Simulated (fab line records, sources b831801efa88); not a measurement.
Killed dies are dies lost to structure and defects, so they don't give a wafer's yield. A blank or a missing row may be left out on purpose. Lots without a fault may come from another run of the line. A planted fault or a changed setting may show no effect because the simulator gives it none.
Which tool did it? | flow gf180mcu | 6 lots, 18 wafers sampled, at 2 steps of a route of 602

WHAT THE GAUGES READ, wafer by wafer
GF_VT_IMPLANT_TW_MEAS_10.
lot  | measured    | on            | VT_IMPLANT_TW
L520 | day 5 22:14 | film_metro-01 | 564.7 563.0 565.8
L523 | day 6 13:49 | film_metro-04 | 567.5 565.4 568.2
L526 | day 7 09:35 | film_metro-04 | 562.4 562.5 561.4
L528 | day 8 02:17 | film_metro-03 | 563.7 565.6 560.8
L532 | day 8 22:38 | film_metro-04 | 562.4 568.4 565.2
L534 | day 9 12:20 | film_metro-03 | 508.5 511.9 509.4

WHICH TOOL RAN EACH LOT (tool, then ch and the chambers of the sampled wafers, then the start)
lot  | GF_VT_IMPLANT_IMPLANT_08
L520 | implanter-04 ch 0, day 5 21:59
L523 | implanter-03 ch 0, day 6 13:35
L526 | implanter-03 ch 0, day 7 09:20
L528 | implanter-03 ch 0, day 8 02:02
L532 | implanter-04 ch 0, day 8 22:24
L534 | implanter-04 ch 0, day 9 12:05
- GF_VT_IMPLANT_IMPLANT_08

THE ANSWER, worked out from the rows above alone
Rule: what is usual is taken from the lots themselves. Put in order of their means at a reading, lots are off if they are a third of the lots or fewer, leave a main group of 4 or more, and stand apart from it by a gap of 3 or more times the standard deviation of the main group's means; of several such gaps the widest counts. A main group whose means are all the same, to the digits that the tables above print for the reading, isn't used. A lot without any number at a reading at which 4 lots or more have one is off too. The other lots that the step has rows for count as sound.
Off: L534, at GF_VT_IMPLANT_TW_MEAS_10 (VT_IMPLANT_TW). The main group: mean 564.5, standard deviation 1.7.
A tool fits if, at a process step before that reading, it ran every lot that is off, and no sound lot after the first of them. The gauges at GF_VT_IMPLANT_TW_MEAS_10 are tried like those tools. Can't be told from this: 2 tools fit, implanter-04 at GF_VT_IMPLANT_IMPLANT_08, film_metro-03 at GF_VT_IMPLANT_TW_MEAS_10.

WHAT THE SIMULATOR HAD PUT IN
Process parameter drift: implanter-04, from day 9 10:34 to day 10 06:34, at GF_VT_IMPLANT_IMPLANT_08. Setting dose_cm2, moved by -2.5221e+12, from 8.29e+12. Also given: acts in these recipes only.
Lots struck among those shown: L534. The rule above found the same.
